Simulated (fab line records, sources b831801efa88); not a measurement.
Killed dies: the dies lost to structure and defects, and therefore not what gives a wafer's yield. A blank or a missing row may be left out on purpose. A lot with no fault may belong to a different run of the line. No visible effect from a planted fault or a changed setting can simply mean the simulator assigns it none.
A lot that was struck, set against a sound lot -- flow sky130 -- 22 steps out of a route of 708
Sound: these wafers, L853.1, L853.2, L853.5. Wafers struck: L865.1, L865.3, L865.6. The cause is named last.
At each step with rows: each side's tool, then ch and its chambers, then its first start. Under that, the readings that differ: sound wafers -- struck wafers -- difference of the means -- sigmas: that difference in standard deviations of wafers without a fault.
alike: readings whose means differ by less than 2 such deviations, and words and numbers that are the same on both sides. not compared: withheld readings, readings that some wafer has no value for, bounds like >300 that may hide the same value, and numbers for which the record gives no deviation and whose values overlap.
A row with sigmas, a row that says differs or no value, or rows on one side alone: a step with any of these is where the two part. Non-overlapping numbers with no deviation appear without sigmas and do not part them. A reading that every wafer of one side lacks parts them only if that side has two wafers or more.

first, 2 steps without rows for these wafers: SKY_POLY_GATE_CLEAN_19 (cleans in SC1/SC2, time 150 s); SKY_POLY_GATE_OXIDATION_20 (stabilise 600 s, purge 300 s, target thk 4 nm).
SKY_POLY_GATE_THK_MEAS_21:
  sound: film-metro-01 at day 18 15:49; struck: film-metro-04 at day 22 07:52
  alike: POLY_GATE_OXIDATION_THK
SKY_POLY_GATE_CD_MEAS_22:
  sound: cd-sem-01 at day 18 15:53; struck: cd-sem-01 at day 22 07:56
  alike: cd-nm
then, 7 steps without rows for these wafers: SKY_LDD_N_DEHYDRATE_00 (time 60 s); SKY_LDD_N_HMDS_01 (prime time 60 s); SKY_LDD_N_COAT_02 (resist thk 300 nm); SKY_LDD_N_SOFTBAKE_03 (time 60 s); SKY_LDD_N_EXPOSE_04 (exposes mask NTM, target cd 840 nm); SKY_LDD_N_PEB_05; SKY_LDD_N_DEVELOP_06 (develop time 60 s).
SKY_LDD_N_OVL_MEAS_07:
  sound: overlay-02 at day 19 22:46; struck: overlay-02 at day 23 13:50
  alike: LDD_N_OVL
SKY_LDD_N_IMPLANT_08:
  struck on implanter-02, day 23 13:52; sound on implanter-03 ch 0, day 19 22:48
  no value came back on the struck wafers for any of 5 readings (beam-energy-keV, beam-on-s (s) and others); on the sound wafers beam-energy-keV reads 20.008 20.007 20.004
then, 7 steps without rows for these wafers: SKY_LDD_N_IMPLANT_09; SKY_LDD_N_IMPLANT_10; SKY_LDD_N_IMPLANT_11; SKY_LDD_N_IMPLANT_12; SKY_LDD_N_IMPLANT_13; SKY_LDD_N_IMPLANT_14; SKY_LDD_N_IMPLANT_15.
SKY_LDD_N_STRIP_16: strips in O2/N2.
  sound on plasma-asher-03 ch 0,1, day 20 00:00; struck on plasma-asher-03 ch 0,1, day 23 15:04
reading,sound,struck,difference,sigmas
strip-time-to-endpoint-s (s),4.322 4.314 4.327,4.138 4.142 4.117,-0.189,-12
  alike: drypump-motor-current-A, oes-product-au
  not compared: rf-hours-counter-h
SKY_LDD_N_TW_MEAS_17:
  sound: film-metro-04 at day 20 00:06; struck: film-metro-04 at day 23 15:10
reading,sound,struck,difference,sigmas
LDD_N_TW,2576 2583 2572,2446 2441 2437,-136,-7

== WHERE THEY PART ==
At SKY_LDD_N_IMPLANT_08 first; at SKY_LDD_N_TW_MEAS_17 last (within this record only).

WHY: whatever the simulator had introduced
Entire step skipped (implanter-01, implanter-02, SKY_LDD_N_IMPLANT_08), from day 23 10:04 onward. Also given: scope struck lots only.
